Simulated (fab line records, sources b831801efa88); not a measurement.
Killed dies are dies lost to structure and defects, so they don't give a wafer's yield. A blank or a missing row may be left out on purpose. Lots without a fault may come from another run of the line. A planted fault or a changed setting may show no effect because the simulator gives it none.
fab line records | flow sky130 | part 1 of 2: steps 1 to 24 of 34
record lots=5 wafers=15 last_day=49
route steps=708 shown SONOS_ONO@171 GATE_OXIDE@187 POLY_GATE@204
lots that met no fault: from a run of the same line without faults
start_h: hours from the record's first day to the start of the lot's first wafer shown | wait_h: hours since the lot's step before | " the same as in the row above | L1.1+2: a row that stands for several wafers | - no value, or no start given | * or withheld: withheld | < > ~ a bound
route shown NAME@n: a module of which the file shows steps, and the number in the route of the first | usual: mean/standard deviation of fault-free wafers | same: alike in all rows | chamber/n: place in a boat | sites: the reading at each site | _std_site: their standard deviation | _edge_site: outer sites' mean less inner sites' | radius_mm: how far each site lies from the wafer's centre | mask NAME#n: copy n | behind: the tool/chamber that last shaped the wafer | hold: why the lot was held/for how many hours/how that ended | device: the transistor (n, p or np) that didn't switch | end of line: the same wafers' tests at the end of the route | a step without rows: its recipe alone | killed: dies lost to structure and defects at the first sort, not the wafer's yield | map: a wafer's dies, x killed, . not, _ none there
set.NAME: the setting as run; set.NAME@STEP: as run at that earlier step | model.NAME: the simulator's own value behind a step, which no gauge read
lots at some steps of the route; a table a step, a row a wafer
services: from which hour (start_h, from the record's first day; less than 0 if before it) a tool's chamber was out of use, for how many hours, and why
## steps
# step SKY_SONOS_ONO_THK_MEAS_03
# recipe reads=Si3N4_of_SONOS_ONO_CVD_02
# usual SONOS_ONO_CVD_02_THK=10.64/0.13
# columns lot.wafer tool chamber start_h wait_h SONOS_ONO_CVD_02_THK[nm]
L078.1 film_metro-02 - 278.11 0.0 10.56
L078.4 " - " " 10.47
L078.6 " - " " 10.55
L081.1 film_metro-03 - 309.05 0.0 10.62
L081.2 " - " " 10.63
L081.3 " - " " 10.60
L082.2 film_metro-03 - 321.13 0.0 10.71
L082.3 " - " " 10.64
L082.6 " - " " 10.58
L089.1 film_metro-03 - 379.53 0.0 10.55
L089.2 " - " " 10.50
L089.5 " - " " 10.50
L095.1 film_metro-02 - 418.69 0.0 10.74
L095.2 " - " " 10.81
L095.4 " - " " 10.77
# step SKY_SONOS_ONO_CVD_04
# recipe material=SiO2 precursor=SiH4/N2O target_thk_nm=5.7199 temp_c=900 pressure_mtorr=400
# usual spike_tc_top_C=912/4.8 zone_power_centre_pct=17.5/0.63
# same time_s=900
# columns lot.wafer tool chamber start_h wait_h spike_tc_top_C zone_power_centre_pct
L078.1 lpcvd-03 1 278.17 0.1 917 17.0
L078.4 " 1 " " 915 16.9
L078.6 " 1 " " 915 16.7
L081.1 lpcvd-03 1 309.11 0.1 916 16.9
L081.2 " 1 " " 915 16.9
L081.3 " 1 " " 914 16.5
L082.2 lpcvd-03 0 321.18 0.0 908 18.0
L082.3 " 0 " " 906 18.1
L082.6 " 0 " " 906 17.9
L089.1 lpcvd-03 0 379.59 0.1 907 18.0
L089.2 " 0 " " 906 18.1
L089.5 " 0 " " 906 18.4
L095.1 lpcvd-03 1 418.95 0.2 915 16.9
L095.2 " 1 " " 916 16.7
L095.4 " 1 " " 918 16.9
# step SKY_SONOS_ONO_THK_MEAS_05
# recipe reads=SiO2_of_SONOS_ONO_CVD_04
# usual SONOS_ONO_CVD_04_THK=5.72/0.088
# columns lot.wafer tool chamber start_h wait_h SONOS_ONO_CVD_04_THK[nm]
L078.1 film_metro-04 - 279.42 0.0 5.87
L078.4 " - " " 5.84
L078.6 " - " " 5.77
L081.1 film_metro-04 - 310.36 0.0 5.79
L081.2 " - " " 5.55
L081.3 " - " " 5.61
L082.2 film_metro-04 - 322.44 0.0 6.01
L082.3 " - " " 5.81
L082.6 " - " " 5.85
L089.1 film_metro-02 - 380.84 0.0 5.73
L089.2 " - " " 5.82
L089.5 " - " " 5.83
L095.1 film_metro-04 - 420.20 0.0 5.68
L095.2 " - " " 5.68
L095.4 " - " " 5.59
# step SKY_SONOS_ONO_DEHYDRATE_06
# recipe temp_c=200 time_s=60
# usual exhaust_pa=45.1/0.91
# same time_s=60
# columns lot.wafer tool chamber start_h wait_h exhaust_pa
L078.1 litho_track-04 0 290.54 11.1 45.1
L078.4 " 0 " " 44.3
L078.6 " 0 " " 43.6
L081.1 litho_track-04 0 322.59 12.2 45.6
L081.2 " 0 " " 45.2
L081.3 " 0 " " 44.9
L082.2 litho_track-03 0 334.88 12.4 44.7
L082.3 " 0 " " 45.5
L082.6 " 0 " " 45.7
L089.1 litho_track-04 0 394.94 14.1 44.1
L089.2 " 0 " " 42.7
L089.5 " 0 " " 45.3
L095.1 litho_track-03 0 434.70 14.5 43.9
L095.2 " 0 " " 43.3
L095.4 " 0 " " 44.6
# step SKY_SONOS_ONO_HMDS_07
# recipe prime_time_s=60 prime_temp_c=120
# usual exhaust_pa=45.2/0.89
# columns lot.wafer tool chamber start_h wait_h exhaust_pa
L078.1 litho_track-04 0 290.69 0.1 46.3
L078.4 " 0 " " 45.3
L078.6 " 0 " " 46.5
L081.1 litho_track-04 0 322.74 0.1 44.7
L081.2 " 0 " " 44.5
L081.3 " 0 " " 44.6
L082.2 litho_track-03 0 335.03 0.1 45.6
L082.3 " 0 " " 46.2
L082.6 " 0 " " 44.7
L089.1 litho_track-04 0 395.09 0.1 45.7
L089.2 " 0 " " 45.6
L089.5 " 0 " " 46.0
L095.1 litho_track-03 0 434.85 0.1 45.0
L095.2 " 0 " " 46.5
L095.4 " 0 " " 47.2
# step SKY_SONOS_ONO_COAT_08
# recipe resist=NOVOLAK spin_rpm=3000 resist_thk_nm=1140
# usual exhaust_pa=45.0/0.89
# columns lot.wafer tool chamber start_h wait_h exhaust_pa
L078.1 litho_track-04 0 290.84 0.1 45.2
L078.4 " 0 " " 44.0
L078.6 " 0 " " 43.9
L081.1 litho_track-04 0 322.89 0.1 45.6
L081.2 " 0 " " 44.6
L081.3 " 0 " " 44.6
L082.2 litho_track-03 0 335.18 0.1 44.1
L082.3 " 0 " " 44.8
L082.6 " 0 " " 46.1
L089.1 litho_track-04 0 395.24 0.1 45.1
L089.2 " 0 " " 43.5
L089.5 " 0 " " 45.3
L095.1 litho_track-03 0 435.00 0.1 44.1
L095.2 " 0 " " 44.2
L095.4 " 0 " " 43.5
# step SKY_SONOS_ONO_SOFTBAKE_09
# recipe temp_c=90 time_s=60 resist=NOVOLAK
# usual exhaust_pa=44.9/0.84
# same time_s=60
# columns lot.wafer tool chamber start_h wait_h exhaust_pa
L078.1 litho_track-04 0 290.99 0.1 45.3
L078.4 " 0 " " 44.9
L078.6 " 0 " " 44.0
L081.1 litho_track-04 0 323.04 0.1 45.7
L081.2 " 0 " " 44.6
L081.3 " 0 " " 44.6
L082.2 litho_track-03 0 335.33 0.1 45.0
L082.3 " 0 " " 44.9
L082.6 " 0 " " 45.2
L089.1 litho_track-04 0 395.39 0.1 43.9
L089.2 " 0 " " 44.6
L089.5 " 0 " " 44.5
L095.1 litho_track-03 0 435.15 0.1 44.4
L095.2 " 0 " " 44.9
L095.4 " 0 " " 44.3
# step SKY_SONOS_ONO_EXPOSE_10
# recipe mask_id=ONOM target_cd_nm=410 na=0.6 source_shape=conventional sigma_outer=0.6 dose_mj=150
# usual exposure_dose_mJ_cm2=149.96/0.17 focus_offset_nm=0.0/0.48
# columns lot.wafer tool chamber start_h wait_h mask exposure_dose_mJ_cm2 focus_offset_nm
L078.1 iline_stepper-01 0 - - ONOM#0 149.90 0.2
L078.4 " 0 " " ONOM#0 149.81 0.4
L078.6 " 0 " " ONOM#0 149.85 -1.2
L081.1 iline_stepper-02 0 - - ONOM#0 149.78 -0.3
L081.2 " 0 " " ONOM#0 149.63 -0.5
L081.3 " 0 " " ONOM#0 149.98 0.4
L082.2 iline_stepper-01 0 - - ONOM#0 150.20 0.1
L082.3 " 0 " " ONOM#0 150.14 0.5
L082.6 " 0 " " ONOM#0 150.25 0.7
L089.1 iline_stepper-02 0 - - ONOM#0 150.01 -0.6
L089.2 " 0 " " ONOM#0 149.87 -0.5
L089.5 " 0 " " ONOM#0 150.10 -0.3
L095.1 iline_stepper-02 0 - - ONOM#0 149.97 -0.4
L095.2 " 0 " " ONOM#0 149.87 0.1
L095.4 " 0 " " ONOM#0 149.98 -0.6
# step SKY_SONOS_ONO_PEB_11
# recipe temp_c=withheld time_s=* resist=NOVOLAK
# usual exhaust_pa=45.0/0.81
# same time_s=*
# columns lot.wafer tool chamber start_h wait_h exhaust_pa
L078.1 litho_track-03 0 - - 44.2
L078.4 " 0 " " 45.8
L078.6 " 0 " " 44.1
L081.1 litho_track-02 0 - - 44.9
L081.2 " 0 " " 42.8
L081.3 " 0 " " 44.7
L082.2 litho_track-03 0 - - 45.0
L082.3 " 0 " " 45.0
L082.6 " 0 " " 44.1
L089.1 litho_track-04 0 - - 45.3
L089.2 " 0 " " 46.1
L089.5 " 0 " " 44.5
L095.1 litho_track-04 0 - - 45.5
L095.2 " 0 " " 44.1
L095.4 " 0 " " 44.4
# step SKY_SONOS_ONO_DEVELOP_12
# recipe develop_time_s=60 dev_temp_c=23
# usual exhaust_pa=45.1/0.91
# columns lot.wafer tool chamber start_h wait_h exhaust_pa
L078.1 litho_track-03 0 303.70 0.1 45.0
L078.4 " 0 " " 43.2
L078.6 " 0 " " 44.9
L081.1 litho_track-02 0 335.71 0.1 45.0
L081.2 " 0 " " 45.2
L081.3 " 0 " " 45.3
L082.2 litho_track-03 0 348.28 0.1 44.3
L082.3 " 0 " " 43.3
L082.6 " 0 " " 44.4
L089.1 litho_track-04 0 409.44 0.1 44.8
L089.2 " 0 " " 43.3
L089.5 " 0 " " 44.7
L095.1 litho_track-04 0 450.84 0.1 44.8
L095.2 " 0 " " 45.2
L095.4 " 0 " " 45.3
# step SKY_SONOS_ONO_CD_MEAS_13
# recipe target_cd_nm=410
# usual cd_nm=410.3/2.1
# columns lot.wafer tool chamber start_h wait_h cd_nm
L078.1 cd_sem-01 - 303.85 0.1 411.1
L078.4 " - " " 411.7
L078.6 " - " " 410.9
L081.1 cd_sem-02 - 335.86 0.1 407.8
L081.2 " - " " 408.5
L081.3 " - " " 408.2
L082.2 cd_sem-01 - 348.42 0.1 409.1
L082.3 " - " " 406.1
L082.6 " - " " 409.2
L089.1 cd_sem-02 - 409.59 0.1 405.9
L089.2 " - " " 407.9
L089.5 " - " " 407.2
L095.1 cd_sem-01 - 450.99 0.1 411.2
L095.2 " - " " 410.6
L095.4 " - " " 411.9
# step SKY_SONOS_ONO_OVL_MEAS_14
# usual SONOS_ONO_OVL=-0.7/1.4
# columns lot.wafer tool chamber start_h wait_h SONOS_ONO_OVL[nm]
L078.1 overlay-01 - 303.97 0.1 0.1
L078.4 " - " " 0.8
L078.6 " - " " -0.5
L081.1 overlay-01 - 335.98 0.1 -3.3
L081.2 " - " " -1.7
L081.3 " - " " -1.2
L082.2 overlay-02 - 348.53 0.1 2.3
L082.3 " - " " 1.2
L082.6 " - " " 0.2
L089.1 overlay-02 - 409.71 0.1 0.3
L089.2 " - " " -2.0
L089.5 " - " " -0.8
L095.1 overlay-01 - 451.11 0.1 -3.4
L095.2 " - " " -2.8
L095.4 " - " " -2.4
# step SKY_SONOS_ONO_ETCH_15
# recipe target_depth_nm=19.52 chemistry=CHF3/O2 source_w=600 bias_w=200 pressure_mtorr=40 chf3_flow_sccm=50 O2_flow_sccm=5 time_s=7.8
# usual bias_w=199.9/0.56 drypump_motor_current_A=5.8/0.49 oes_product_au=1.000/0.0087 throttle_valve_pct=8.825/0.01
# same time_s=7.8
# columns lot.wafer tool chamber start_h wait_h bias_w drypump_motor_current_A oes_product_au rf_hours_counter_h throttle_valve_pct
L078.1 rie_diel-03 3 304.01 0.0 200.0 5.1 1.009 74 8.817
L078.4 " 1 " " 199.7 5.6 0.998 - 8.830
L078.6 " 3 " " 199.3 5.1 1.004 - 8.838
L081.1 rie_diel-02 0 336.02 0.0 200.4 6.1 1.006 27 8.834
L081.2 " 3 " " 199.7 6.4 1.016 13 8.845
L081.3 " 2 " " 199.8 6.7 0.993 5 8.806
L082.2 rie_diel-01 2 348.56 0.0 200.2 5.9 1.003 13 8.829
L082.3 " 3 " " 200.3 5.0 0.998 103 8.819
L082.6 " 1 " " 200.0 6.1 1.002 - 8.833
L089.1 rie_diel-02 2 409.75 0.0 200.6 6.7 0.992 6 8.833
L089.2 " 0 " " 200.0 6.1 0.995 28 8.825
L089.5 " 0 " " 200.4 6.1 0.999 - 8.833
L095.1 rie_diel-03 3 451.14 0.0 198.8 5.1 1.005 76 8.835
L095.2 " 0 " " 199.1 5.3 1.007 2 8.830
L095.4 " 2 " " 200.1 6.0 0.993 32 8.834
# step SKY_SONOS_ONO_WET_ETCH_16
# recipe chemistry=dHF target_depth_nm=14 dry=n2_spin target=SiO2 dilution=100:1 temp_c=25 time_s=280
# same time_s=280
# columns lot.wafer tool chamber start_h wait_h
L078.1+4+6 wet_bench-04 0 304.03 0.0
L081.1+2+3 wet_bench-03 3 336.04 0.0
L082.2+3+6 wet_bench-01 0 348.58 0.0
L089.1+2+5 wet_bench-04 3 409.77 0.0
L095.1+2+4 wet_bench-04 3 451.17 0.0
# step SKY_SONOS_ONO_STRIP_17
# recipe chemistry=O2/N2 power_w=1400 pressure_mtorr=1500 platen_temp_c=withheld o2_flow_sccm=3000 n2_flow_sccm=300 overash_fraction=0.5
# usual drypump_motor_current_A=5.6/0.59 oes_product_au=0.710/0.0047 strip_time_to_endpoint_s=14.10/0.045
# same overash_fraction=0.5
# columns lot.wafer tool chamber start_h wait_h drypump_motor_current_A oes_product_au rf_hours_counter_h strip_time_to_endpoint_s
L078.1 plasma_asher-03 0 304.13 0.0 6.3 0.716 64 14.12
L078.4 " 0 " " 6.3 0.707 - 14.14
L078.6 " 1 " " 4.9 0.715 - 14.12
L081.1 plasma_asher-03 0 336.13 0.0 6.3 0.708 67 14.17
L081.2 " 1 " " 4.9 0.710 67 14.16
L081.3 " 0 " " 6.3 0.713 - 14.16
L082.2 plasma_asher-02 0 348.67 0.0 6.4 0.716 64 13.97
L082.3 " 1 " " 4.8 0.714 - 14.00
L082.6 " 0 " " 6.4 0.706 - 14.01
L089.1 plasma_asher-02 1 409.85 0.0 4.8 0.716 71 14.15
L089.2 " 0 " " 6.4 0.709 71 14.14
L089.5 " 1 " " 4.9 0.713 - 14.12
L095.1 plasma_asher-01 1 451.25 0.0 5.8 0.707 61 14.10
L095.2 " 0 " " 5.2 0.705 61 14.10
L095.4 " 0 " " 5.2 0.708 - 14.09
# step SKY_SONOS_ONO_WET_ETCH_18
# recipe chemistry=H3PO4 target_depth_nm=15 target=Si3N4 temp_c=160 time_s=172
# same time_s=172
# columns lot.wafer tool chamber start_h wait_h
L078.1+4+6 wet_bench-04 1 304.23 0.1
L081.1+2+3 wet_bench-04 1 336.23 0.1
L082.2+3+6 wet_bench-03 3 348.77 0.1
L089.1+2+5 wet_bench-03 1 409.95 0.1
L095.1+2+4 wet_bench-01 1 451.35 0.1
# step SKY_GATE_OXIDE_CLEAN_00
# recipe chemistry=SC1/SC2 mix=1:4:20 temp_c=70 time_s=150 dry=n2_spin
# same time_s=150
# columns lot.wafer tool chamber start_h wait_h
L078.1+4+6 wet_bench-04 3 304.29 0.0
L081.1+2+3 wet_bench-03 1 336.28 0.0
L082.2+3+6 wet_bench-01 1 348.82 0.0
L089.1+2+5 wet_bench-04 0 410.01 0.0
L095.1+2+4 wet_bench-03 3 451.41 0.0
# step SKY_GATE_OXIDE_OXIDATION_01
# recipe temp_c=900 ambient=O2 stabilise_s=600 purge_s=300 target_thk_a=102.68 ox_time_s=1473
# usual ox_temp_c_max=906.2/1.6 spike_tc_top_C=910.7/1 zone_power_centre_pct=18.07/0.18
# columns lot.wafer tool chamber start_h wait_h ox_temp_c_max spike_tc_top_C zone_power_centre_pct
L078.1 furnace-02 0 304.93 0.6 905.8 908.8 18.23
L078.4 " 0 " " 906.5 910.3 18.31
L078.6 " 0 " " 906.0 911.2 18.15
L081.1 furnace-02 0 336.63 0.3 908.7 910.8 18.24
L081.2 " 0 " " 908.2 911.4 18.15
L081.3 " 0 " " 905.9 911.5 18.04
L082.2 furnace-01 0 350.11 1.2 904.5 912.2 18.42
L082.3 " 0 " " 903.7 912.3 18.20
L082.6 " 0 " " 904.0 911.8 18.15
L089.1 furnace-02 0 410.32 0.3 906.8 909.4 17.78
L089.2 " 0 " " 905.6 911.8 17.80
L089.5 " 0 " " 907.4 911.1 18.38
L095.1 furnace-02 0 452.82 1.3 905.4 910.4 18.23
L095.2 " 0 " " 906.3 912.0 18.11
L095.4 " 0 " " 905.5 909.0 18.19
# step SKY_GATE_OXIDE_THK_MEAS_02
# recipe reads=SiO2_of_GATE_OXIDE_OXIDATION_01
# usual GATE_OXIDE_OXIDATION_00_THK=10.27/0.17
# columns lot.wafer tool chamber start_h wait_h GATE_OXIDE_OXIDATION_00_THK[nm]
L078.1 film_metro-01 - 306.34 0.0 10.39
L078.4 " - " " 10.32
L078.6 " - " " 10.32
L081.1 film_metro-02 - 338.04 0.0 10.37
L081.2 " - " " 10.40
L081.3 " - " " 10.26
L082.2 film_metro-03 - 351.53 0.0 10.14
L082.3 " - " " 9.98
L082.6 " - " " 10.06
L089.1 film_metro-03 - 411.73 0.0 10.34
L089.2 " - " " 10.49
L089.5 " - " " 10.31
L095.1 film_metro-01 - 454.23 0.0 10.24
L095.2 " - " " 10.07
L095.4 " - " " 10.14
# step SKY_GATE_OXIDE_DEHYDRATE_03
# recipe temp_c=200 time_s=60
# usual exhaust_pa=45.1/0.87
# same time_s=60
# columns lot.wafer tool chamber start_h wait_h exhaust_pa
L078.1 litho_track-03 0 318.10 11.8 44.1
L078.4 " 0 " " 44.6
L078.6 " 0 " " 44.7
L081.1 litho_track-04 0 351.24 13.2 45.3
L081.2 " 0 " " 45.7
L081.3 " 0 " " 45.3
L082.2 litho_track-04 0 365.06 13.5 45.2
L082.3 " 0 " " 44.4
L082.6 " 0 " " 45.5
L089.1 litho_track-03 0 426.30 14.6 45.7
L089.2 " 0 " " 45.7
L089.5 " 0 " " 46.0
L095.1 litho_track-01 0 468.73 14.5 44.7
L095.2 " 0 " " 44.5
L095.4 " 0 " " 44.0
# step SKY_GATE_OXIDE_HMDS_04
# recipe prime_time_s=60 prime_temp_c=120
# usual exhaust_pa=44.9/0.86
# columns lot.wafer tool chamber start_h wait_h exhaust_pa
L078.1 litho_track-03 0 318.25 0.1 45.2
L078.4 " 0 " " 45.3
L078.6 " 0 " " 45.9
L081.1 litho_track-04 0 351.39 0.1 45.2
L081.2 " 0 " " 45.0
L081.3 " 0 " " 45.5
L082.2 litho_track-04 0 365.21 0.1 44.6
L082.3 " 0 " " 44.3
L082.6 " 0 " " 45.3
L089.1 litho_track-03 0 426.45 0.1 45.6
L089.2 " 0 " " 45.4
L089.5 " 0 " " 46.8
L095.1 litho_track-01 0 468.88 0.1 44.3
L095.2 " 0 " " 43.8
L095.4 " 0 " " 44.2
# step SKY_GATE_OXIDE_COAT_05
# recipe resist=NOVOLAK spin_rpm=3000 resist_thk_nm=1140
# usual exhaust_pa=45.1/0.79
# columns lot.wafer tool chamber start_h wait_h exhaust_pa
L078.1 litho_track-03 0 318.40 0.1 45.5
L078.4 " 0 " " 43.5
L078.6 " 0 " " 43.7
L081.1 litho_track-04 0 351.54 0.1 44.8
L081.2 " 0 " " 45.4
L081.3 " 0 " " 45.7
L082.2 litho_track-04 0 365.36 0.1 44.7
L082.3 " 0 " " 44.9
L082.6 " 0 " " 44.4
L089.1 litho_track-03 0 426.60 0.1 45.1
L089.2 " 0 " " 43.7
L089.5 " 0 " " 44.3
L095.1 litho_track-01 0 469.03 0.1 45.3
L095.2 " 0 " " 45.6
L095.4 " 0 " " 44.6
# step SKY_GATE_OXIDE_SOFTBAKE_06
# recipe temp_c=90 time_s=60 resist=NOVOLAK
# usual exhaust_pa=44.9/0.92
# same time_s=60
# columns lot.wafer tool chamber start_h wait_h exhaust_pa
L078.1 litho_track-03 0 318.55 0.1 46.3
L078.4 " 0 " " 45.4
L078.6 " 0 " " 45.7
L081.1 litho_track-04 0 351.69 0.1 44.5
L081.2 " 0 " " 45.2
L081.3 " 0 " " 44.6
L082.2 litho_track-04 0 365.51 0.1 44.8
L082.3 " 0 " " 45.5
L082.6 " 0 " " 44.6
L089.1 litho_track-03 0 426.75 0.1 44.1
L089.2 " 0 " " 44.5
L089.5 " 0 " " 44.6
L095.1 litho_track-01 0 469.18 0.1 44.2
L095.2 " 0 " " 44.9
L095.4 " 0 " " 44.7
# step SKY_GATE_OXIDE_EXPOSE_07
# recipe mask_id=LVOM na=0.6 source_shape=conventional sigma_outer=0.6 polarization=unpolarized target_cd_nm=600 dose_mj=170
# usual exposure_dose_mJ_cm2=170.04/0.19 focus_offset_nm=0.0/0.52
# columns lot.wafer tool chamber start_h wait_h mask exposure_dose_mJ_cm2 focus_offset_nm
L078.1 iline_stepper-02 0 - - LVOM#0 170.05 -0.1
L078.4 " 0 " " LVOM#0 170.01 -0.9
L078.6 " 0 " " LVOM#0 170.33 0.1
L081.1 iline_stepper-01 0 - - LVOM#0 169.91 0.2
L081.2 " 0 " " LVOM#0 170.21 -0.6
L081.3 " 0 " " LVOM#0 169.85 0.4
L082.2 iline_stepper-02 0 - - LVOM#0 169.43 -0.8
L082.3 " 0 " " LVOM#0 169.73 0.0
L082.6 " 0 " " LVOM#0 169.77 -0.7
L089.1 iline_stepper-02 0 - - LVOM#0 169.96 0.1
L089.2 " 0 " " LVOM#0 169.91 0.8
L089.5 " 0 " " LVOM#0 170.04 0.2
L095.1 iline_stepper-01 0 - - LVOM#0 170.16 0.3
L095.2 " 0 " " LVOM#0 170.05 0.8
L095.4 " 0 " " LVOM#0 169.92 0.5
